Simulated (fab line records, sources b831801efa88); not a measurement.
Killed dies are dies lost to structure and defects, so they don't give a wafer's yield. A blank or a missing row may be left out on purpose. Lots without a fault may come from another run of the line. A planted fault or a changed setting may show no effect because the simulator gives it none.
fab line records | flow sky130
record lots=6 wafers=17 last_day=50
route steps=708 shown CAPM@554 METAL3@555 PAD_OPEN@708
lots that met no fault: from a run of the same line without faults
start_h: hours from the record's first day to the start of the lot's first wafer shown | wait_h: hours since the lot's step before | " the same as in the row above | L1.1+2: a row that stands for several wafers | - no value, or no start given | * or withheld: withheld | < > ~ a bound
route shown NAME@n: a module of which the file shows steps, and the number in the route of the first | usual: mean/standard deviation of fault-free wafers | same: alike in all rows | chamber/n: place in a boat | sites: the reading at each site | _std_site: their standard deviation | _edge_site: outer sites' mean less inner sites' | radius_mm: how far each site lies from the wafer's centre | mask NAME#n: copy n | behind: the tool/chamber that last shaped the wafer | hold: why the lot was held/for how many hours/how that ended | device: the transistor (n, p or np) that didn't switch | end of line: the same wafers' tests at the end of the route | a step without rows: its recipe alone | killed: dies lost to structure and defects at the first sort, not the wafer's yield | map: a wafer's dies, x killed, . not, _ none there
set.NAME: the setting as run; set.NAME@STEP: as run at that earlier step | model.NAME: the simulator's own value behind a step, which no gauge read
lots at some steps of the route; a table a step, a row a wafer
services: from which hour (start_h, from the record's first day; less than 0 if before it) a tool's chamber was out of use, for how many hours, and why
## steps
# step SKY_CAPM_CLEAN_17
# recipe chemistry=O3/DIW dry=n2_spin
# step SKY_METAL3_DEHYDRATE_05
# recipe temp_c=200 time_s=60
# step SKY_METAL3_HMDS_06
# recipe prime_time_s=60 prime_temp_c=120
# step SKY_METAL3_COAT_07
# recipe resist=BARC temp_c=withheld time_s=withheld spin_rpm=3000 resist_thk_nm=60
# step SKY_METAL3_COAT_08
# recipe resist=KrF-thick spin_rpm=3000 resist_thk_nm=1140
# step SKY_METAL3_SOFTBAKE_09
# recipe temp_c=100 time_s=90 resist=KrF-thick
# step SKY_METAL3_EXPOSE_10
# recipe mask_id=MM3 na=0.68 source_shape=annular sigma_inner=0.4 sigma_outer=0.8 target_cd_nm=300 dose_mj=28
# step SKY_METAL3_PEB_11
# recipe peb_temp_c=withheld peb_time_s=withheld resist=KrF-thick
# step SKY_METAL3_DEVELOP_12
# recipe develop_time_s=60 resist=KrF-thick dev_temp_c=21
# step SKY_METAL3_CD_MEAS_13
# recipe target_cd_nm=300
# usual cd_nm=299.8/1.6
# columns lot.wafer tool chamber start_h wait_h cd_nm
L607.2 cd_sem-01 - 899.86 - 299.4
L607.3 " - " " 300.3
L607.4 " - " " 299.9
L609.1 cd_sem-02 - 917.18 - 298.5
L609.2 " - " " 299.7
L609.5 " - " " 298.1
L617.4 cd_sem-02 - 970.75 - 299.7
L617.6 " - " " 298.6
L620.1 cd_sem-01 - 992.49 - 297.5
L620.3 " - " " 297.7
L620.4 " - " " 297.5
L628.2 cd_sem-01 - 1036.95 - 302.0
L628.5 " - " " 304.2
L628.6 " - " " 302.4
L630.3 cd_sem-01 - 1048.12 - 304.1
L630.4 " - " " 302.7
L630.5 " - " " 302.2
# step SKY_METAL3_OVL_MEAS_14
# usual METAL3_OVL=1/5.4
# columns lot.wafer tool chamber start_h wait_h METAL3_OVL[nm]
L607.2 overlay-01 - 899.97 0.1 -2
L607.3 " - " " -9
L607.4 " - " " 4
L609.1 overlay-01 - 917.30 0.1 -6
L609.2 " - " " -7
L609.5 " - " " 0
L617.4 overlay-02 - 970.83 0.1 -3
L617.6 " - " " 0
L620.1 overlay-02 - 992.61 0.1 2
L620.3 " - " " 4
L620.4 " - " " -3
L628.2 overlay-01 - 1037.05 0.1 6
L628.5 " - " " 5
L628.6 " - " " 3
L630.3 overlay-02 - 1048.21 0.1 0
L630.4 " - " " -1
L630.5 " - " " 4
# step SKY_METAL3_DESCUM_15
# recipe chemistry=O2 source_power_w=150 bias_power_w=0 pressure_mtorr=10 temp_c=40 time_s=8
# usual drypump_motor_current_A=6.0/0.46 oes_product_au=0.999/0.0076 temp_c=39.99/0.11
# columns lot.wafer tool chamber start_h wait_h drypump_motor_current_A oes_product_au rf_hours_counter_h temp_c
L607.2 rie_metal-01 0 900.00 0.0 4.9 0.994 8 39.99
L607.3 " 1 " " 5.7 0.992 - 39.98
L607.4 " 0 " " 4.9 0.992 - 39.86
L609.1 rie_metal-04 1 917.33 0.0 6.0 1.012 9 40.03
L609.2 " 0 " " 6.5 1.003 1 39.96
L609.5 " 1 " " 6.0 1.007 - 40.08
L617.4 rie_metal-04 1 970.86 0.0 6.0 1.015 - 39.93
L617.6 " 1 " " 6.0 0.999 - 40.07
L620.1 rie_metal-04 1 992.65 0.0 6.0 1.001 12 39.94
L620.3 " 1 " " 6.0 0.998 - 40.02
L620.4 " 0 " " 6.5 0.996 - 39.96
L628.2 rie_metal-01 1 1037.08 0.0 5.7 1.003 9 39.89
L628.5 " 0 " " 4.9 0.991 - 40.06
L628.6 " 1 " " 5.7 0.995 - 39.91
L630.3 rie_metal-04 1 1048.24 0.0 6.0 0.998 - 39.93
L630.4 " 0 " " 6.5 1.003 - 40.03
L630.5 " 0 " " 6.5 1.002 - 39.94
# step SKY_METAL3_ETCH_16
# recipe chemistry=N2/H2 target=BARC ion_energy_ev=200 bias_w=100 pressure_mtorr=30 n2_flow_sccm=100 h2_flow_sccm=200 icp_w=500 stop_on=SiO2 time_s=88.2 target_depth_a=600
# usual drypump_motor_current_A=6.0/0.46 h2_flow_sccm=199.9/0.59 oes_product_au=0.625/0.0042 run_length_s=116.3/0.4 throttle_valve_pct=13.204/0.0082
# columns lot.wafer tool chamber start_h wait_h drypump_motor_current_A h2_flow_sccm oes_product_au rf_hours_counter_h run_length_s throttle_valve_pct model.SiO2_of_CAPM_CVD_00.thk_nm
L607.2 rie_metal-01 0 900.03 0.0 4.9 200.3 0.624 8 117.5 13.200 15.18
L607.3 " 1 " " 5.8 200.6 0.617 - 115.7 13.208 15.15
L607.4 " 0 " " 4.9 200.3 0.624 - 117.0 13.214 15.49
L609.1 rie_metal-04 1 917.36 0.0 6.0 199.6 0.627 9 116.1 13.203 15.4
L609.2 " 0 " " 6.5 200.8 0.621 1 116.6 13.218 15.49
L609.5 " 1 " " 6.0 199.0 0.632 - 115.9 13.204 15.34
L617.4 rie_metal-04 1 970.91 0.0 6.0 200.0 0.603 - 123.5 13.204 15.25
L617.6 " 1 " " 6.0 198.8 0.630 - 116.0 13.209 15.7
L620.1 rie_metal-04 1 992.68 0.0 6.0 199.4 0.605 12 123.5 13.213 15.07
L620.3 " 1 " " 6.0 199.7 0.624 - 116.1 13.205 15.48
L620.4 " 0 " " 6.5 200.8 0.607 - 124.0 13.186 15.1
L628.2 rie_metal-01 1 1037.12 0.0 5.7 200.4 0.628 9 116.3 13.203 15.32
L628.5 " 0 " " 5.0 200.3 0.622 - 117.0 13.202 15.64
L628.6 " 1 " " 5.7 199.5 0.624 - 116.0 13.205 15.5
L630.3 rie_metal-04 1 1048.30 0.0 6.0 199.9 0.624 - 116.1 13.217 15.42
L630.4 " 0 " " 6.5 200.0 0.622 - 116.9 13.211 15.56
L630.5 " 0 " " 6.5 199.6 0.626 - 116.2 13.191 15.41
# step SKY_METAL3_ETCH_17
# recipe target=SiO2 stop_on=TiN chemistry=C4F8/O2/Ar source_w=1500 bias_w=1200 pressure_mtorr=40 c4f8_flow_sccm=withheld O2_flow_sccm=6 Ar_flow_sccm=300 time_s=3.9 target_depth_a=150
# usual oes_product_au=0.753/0.0066
# columns lot.wafer tool chamber start_h wait_h oes_product_au
L607.2 rie_diel-02 0 900.13 0.1 0.746
L607.3 " 2 " " 0.740
L607.4 " 1 " " 0.760
L609.1 rie_diel-02 2 917.46 0.1 0.750
L609.2 " 3 " " 0.754
L609.5 " 0 " " 0.744
L617.4 rie_diel-01 2 970.99 0.0 0.746
L617.6 " 1 " " 0.758
L620.1 rie_diel-04 3 992.78 0.1 0.747
L620.3 " 0 " " 0.753
L620.4 " 1 " " 0.749
L628.2 rie_diel-02 3 1037.21 0.1 0.756
L628.5 " 0 " " 0.761
L628.6 " 3 " " 0.747
L630.3 rie_diel-02 3 1048.36 0.0 0.749
L630.4 " 0 " " 0.759
L630.5 " 3 " " 0.750
# step SKY_PAD_OPEN_PROBE_99
# usual defect_limited_yield=82.4/1.9 killed_at_M0_to_M3=43/7.5 killed_at_M4_up=3.3/1.9 killed_at_contacts=24/4.6 killed_at_front_end=16/4.9 killed_at_other=0.2/0.46 killed_dies=87/9.1 killed_open=47/7.4 killed_short=39/6.6 sort_bin_3_pad_short=0.9/0.43 sort_bin_5_function=10.3/1.4 sort_bin_6_memory=6.4/1.1 sort_n_pass=405/9.1 sort_yield_pct=82.4/1.9
# same gross_dies=492 killed_at_back_side=0 sort_bin_4_leakage[%]=0 sort_bin_8_speed[%]=0
# columns lot.wafer tool chamber start_h wait_h defect_limited_yield[%] killed_at_M0_to_M3 killed_at_M4_up killed_at_contacts killed_at_front_end killed_at_other killed_dies killed_open killed_short sort_bin_3_pad_short[%] sort_bin_5_function[%] sort_bin_6_memory[%] sort_n_pass sort_yield_pct[%]
L607.2 prober-01 - 1074.15 0.1 82.1 47 3 23 15 0 88 43 45 1.0 10.2 6.7 404 82.1
L607.3 prober-01 - 1074.20 0.2 80.9 42 4 35 13 0 94 56 38 0.8 10.8 7.5 398 80.9
L607.4 prober-01 - 1074.25 0.2 80.5 51 4 24 17 0 96 51 45 1.0 10.8 7.7 396 80.5
L620.1 prober-01 - 1151.87 0.1 80.5 53 0 28 15 0 96 60 33 1.0 12.4 6.1 396 80.5
L620.3 prober-01 - 1151.97 0.2 83.1 42 2 25 13 1 83 49 33 0.2 7.9 8.7 409 83.1
L620.4 prober-01 - 1152.02 0.2 82.3 41 1 26 18 1 87 43 43 1.0 10.0 6.7 405 82.3
L628.2 prober-02 - 1182.28 0.1 83.1 48 6 24 5 0 83 46 37 0 9.1 7.7 409 83.1
L628.5 prober-02 - 1182.43 0.2 84.1 30 4 24 20 0 78 47 31 0.2 10.2 5.5 414 84.1
L628.6 prober-02 - 1182.48 0.2 85.0 34 2 25 13 0 74 46 28 0.6 8.5 5.9 418 85.0
# killed by level:class
L607.2 VIA1:geometric_particle:open=12 METAL1:geometric_particle:short=9 VIA1:geometric_particle:short=7 LI_CONTACT:geometric_particle:open=6 POLY_GATE:geometric_particle:open=5 LOCAL_INTERCONNECT:geometric_particle:short=5 CONTACT:geometric_particle:short=5 FIELD_ISO:geometric_particle:short=4
L607.3 CONTACT:geometric_particle:open=11 VIA1:geometric_particle:open=10 LI_CONTACT:geometric_particle:open=8 VIA2:geometric_particle:open=8 LI_CONTACT:geometric_particle:short=5 CONTACT:geometric_particle:short=5 VIA1:geometric_particle:short=5 VIA3:geometric_particle:open=5
L607.4 LI_CONTACT:geometric_particle:open=10 VIA2:geometric_particle:open=8 VIA1:geometric_particle:short=8 VIA1:geometric_particle:open=8 CONTACT:geometric_particle:open=7 VIA3:geometric_particle:short=6 VIA3:geometric_particle:open=5 FIELD_ISO:geometric_particle:short=4
L620.1 VIA1:geometric_particle:open=15 CONTACT:geometric_particle:open=12 LI_CONTACT:geometric_particle:open=10 VIA2:geometric_particle:open=8 VIA1:geometric_particle:short=5 METAL3:geometric_particle:short=5 VIA3:geometric_particle:short=5 FIELD_ISO:geometric_particle:short=4
L620.3 VIA1:geometric_particle:open=19 CONTACT:geometric_particle:open=11 FIELD_ISO:geometric_particle:short=4 LI_CONTACT:geometric_particle:short=4 LI_CONTACT:geometric_particle:open=4 VIA1:geometric_particle:short=4 POLY_GATE:geometric_particle:open=3 POLY_GATE:geometric_particle:short=3
L620.4 VIA1:geometric_particle:open=19 CONTACT:geometric_particle:short=8 FIELD_ISO:geometric_particle:short=7 LI_CONTACT:geometric_particle:open=6 FIELD_ISO:geometric_particle:open=5 CONTACT:geometric_particle:open=5 METAL1:geometric_particle:short=5 POLY_GATE:geometric_particle:short=4
L628.2 VIA1:geometric_particle:open=11 VIA2:geometric_particle:open=9 CONTACT:geometric_particle:open=8 VIA3:geometric_particle:open=8 LI_CONTACT:geometric_particle:open=7 METAL1:geometric_particle:short=6 VIA2:geometric_particle:short=5 METAL2:geometric_particle:short=4
L628.5 VIA1:geometric_particle:open=8 CONTACT:geometric_particle:short=6 CONTACT:geometric_particle:open=6 POLY_GATE:geometric_particle:open=5 LI_CONTACT:geometric_particle:open=5 LOCAL_INTERCONNECT:geometric_particle:short=5 VIA3:geometric_particle:open=5 FIELD_ISO:geometric_particle:short=4
L628.6 VIA1:geometric_particle:open=10 LI_CONTACT:geometric_particle:open=9 VIA3:geometric_particle:open=8 CONTACT:geometric_particle:open=7 FIELD_ISO:geometric_particle:short=4 VIA1:geometric_particle:short=4 FIELD_ISO:geometric_particle:open=3 LOCAL_INTERCONNECT:geometric_particle:short=3
## services
# columns tool chamber start_h hours kind
rie_metal-01 0 877.50 3.4 repair
rie_diel-04 2 882.00 5.9 repair
rie_metal-01 - 883.99 6.0 repair
rie_metal-04 0 893.01 4.3 repair
rie_diel-02 1 908.29 15.2 repair
rie_diel-01 - 911.94 0.7 repair
rie_diel-01 2 917.34 16.8 repair
rie_metal-04 - 928.31 0.4 repair
rie_metal-04 1 953.63 8.5 repair
rie_diel-01 3 957.04 31.2 repair
rie_diel-04 3 976.97 8.4 repair
rie_diel-02 3 1002.67 - clean
rie_diel-02 3 1002.67 26.1 scheduled_down
rie_diel-02 3 1002.67 26.1 vent_cycle
rie_metal-04 - 1006.17 2.8 pm
rie_diel-01 3 1018.43 3.9 repair
## key
first_sign step=SKY_METAL3_ETCH_16 reading=run_length_s direction=up sigmas=18 usual=* struck=*
effect step=SKY_METAL3_ETCH_16 reading=oes_product_au direction=down sigmas=4.8 usual=0.625 struck=0.605
model_effect step=SKY_METAL3_ETCH_16 value=SiO2_of_CAPM_CVD_00.thk_nm without=15.47 struck=15.14
met_at SKY_METAL3_ETCH_16
struck_wafers L617.4,L620.1,L620.4
onset_between 917.36 970.91
fault kind=process_parameter_drift tool=rie_metal-04 chamber=- onset_h=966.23 steps=SKY_METAL3_ETCH_16 channel=time_s offset=* shape=step end_h=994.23 scope=struck_wafers_only acts_in=* stated=*
